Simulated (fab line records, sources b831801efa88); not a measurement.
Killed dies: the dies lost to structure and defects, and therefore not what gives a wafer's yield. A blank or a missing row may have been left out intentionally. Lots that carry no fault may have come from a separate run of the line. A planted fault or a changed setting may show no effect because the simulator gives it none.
Comparing a struck lot with a sound one ; flow sky130 ; 17 out of 708 route steps
Sound: these wafers, L748.1, L748.2, L748.3. The struck wafers were L754.2, L754.5, L754.6. The cause is named last.
Order at every step that has rows: each side's tool, ch and its chambers, its first start. Under that, the readings that differ: sound wafers ; struck wafers ; difference of the means ; sigmas: that difference in standard deviations of wafers without a fault.
alike: readings with means less than 2 such deviations apart, plus words and numbers identical on both sides. not compared: withheld readings, readings lacking a value on some wafer, bounds such as >300 that could conceal the same value, and numbers that have no deviation in the record and whose values overlap.
A row with sigmas, a row that says differs or no value, or rows on one side alone: a step with any of these is where the two part. When numbers do not overlap yet have no deviation, they are printed without sigmas and do not part them. A reading that every wafer of one side lacks parts them only if that side has two wafers or more.

SKY_VT_ADJUST_HVTR_OVL_MEAS_08:
  sound: overlay-02 at day 11 09:20; struck: overlay-02 at day 13 00:47
  alike: VT_ADJUST_HVTR_OVL
after that, 1 step had no rows for these wafers: SKY_VT_ADJUST_HVTR_IMPLANT_09.
SKY_VT_ADJUST_HVTR_STRIP_10: strips in O2/N2.
  sound on plasma asher-02 ch 0,1, day 11 09:31; struck on plasma asher-02 ch 0,1, day 13 00:58
  alike: drypump motor current A, o2 flow sccm, oes product au, strip time to endpoint s
  not compared: rf hours counter h
SKY_VT_ADJUST_HVTR_TW_MEAS_11:
  sound: film metro-02 at day 11 09:37; struck: film metro-01 at day 13 01:05
  alike: VT_ADJUST_HVTR_TW
then, 7 steps without rows for these wafers: SKY_VT_ADJUST_PCH_DEHYDRATE_00 (time 60 s); SKY_VT_ADJUST_PCH_HMDS_01 (prime time 60 s); SKY_VT_ADJUST_PCH_COAT_02 (resist thk 3000 nm); SKY_VT_ADJUST_PCH_SOFTBAKE_03; SKY_VT_ADJUST_PCH_EXPOSE_04 (exposes mask NWM, target cd 840 nm); SKY_VT_ADJUST_PCH_PEB_05; SKY_VT_ADJUST_PCH_DEVELOP_06 (develop time 60 s).
SKY_VT_ADJUST_PCH_OVL_MEAS_07:
  sound: overlay-01 at day 12 09:31; struck: overlay-01 at day 14 02:54
  alike: VT_ADJUST_PCH_OVL
SKY_VT_ADJUST_PCH_IMPLANT_08:
  sound on implanter-02 ch 0, day 12 09:32; struck on implanter-02 ch 0, day 14 03:16
  alike: beam energy keV
SKY_VT_ADJUST_PCH_STRIP_09: strips in O2/N2.
  sound on plasma asher-02 ch 0,1, day 12 09:41; struck on plasma asher-02 ch 0,1, day 14 03:23
  alike: drypump motor current A, o2 flow sccm, oes product au, strip time to endpoint s
  not compared: rf hours counter h
SKY_VT_ADJUST_PCH_TW_MEAS_10:
  sound: film metro-04 at day 12 09:47; struck: film metro-02 at day 14 03:30
reading;sound;struck;difference;sigmas
VT_ADJUST_PCH_TW;144.0 143.7 143.2;175.1 175.0 175.7;+31.6;+18
then, 1 step without rows for these wafers: SKY_SONOS_TUNNEL_DEHYDRATE_00 (time 60 s).
-- the record jumps here: 35 days lie between the struck wafers' starts before and after (it left off in module SONOS_TUNNEL and takes up again in module PAD_OPEN, whose first step shown is number 708 of the route) --
SKY_PAD_OPEN_PROBE_99:
  rows exist in the record for the struck wafers here (prober-01, day 49 10:19), but not for the sound ones

WHERE THEY PART
First at SKY_VT_ADJUST_PCH_TW_MEAS_10; last, within this record, at SKY_PAD_OPEN_PROBE_99.

WHY: the cause the simulator had injected
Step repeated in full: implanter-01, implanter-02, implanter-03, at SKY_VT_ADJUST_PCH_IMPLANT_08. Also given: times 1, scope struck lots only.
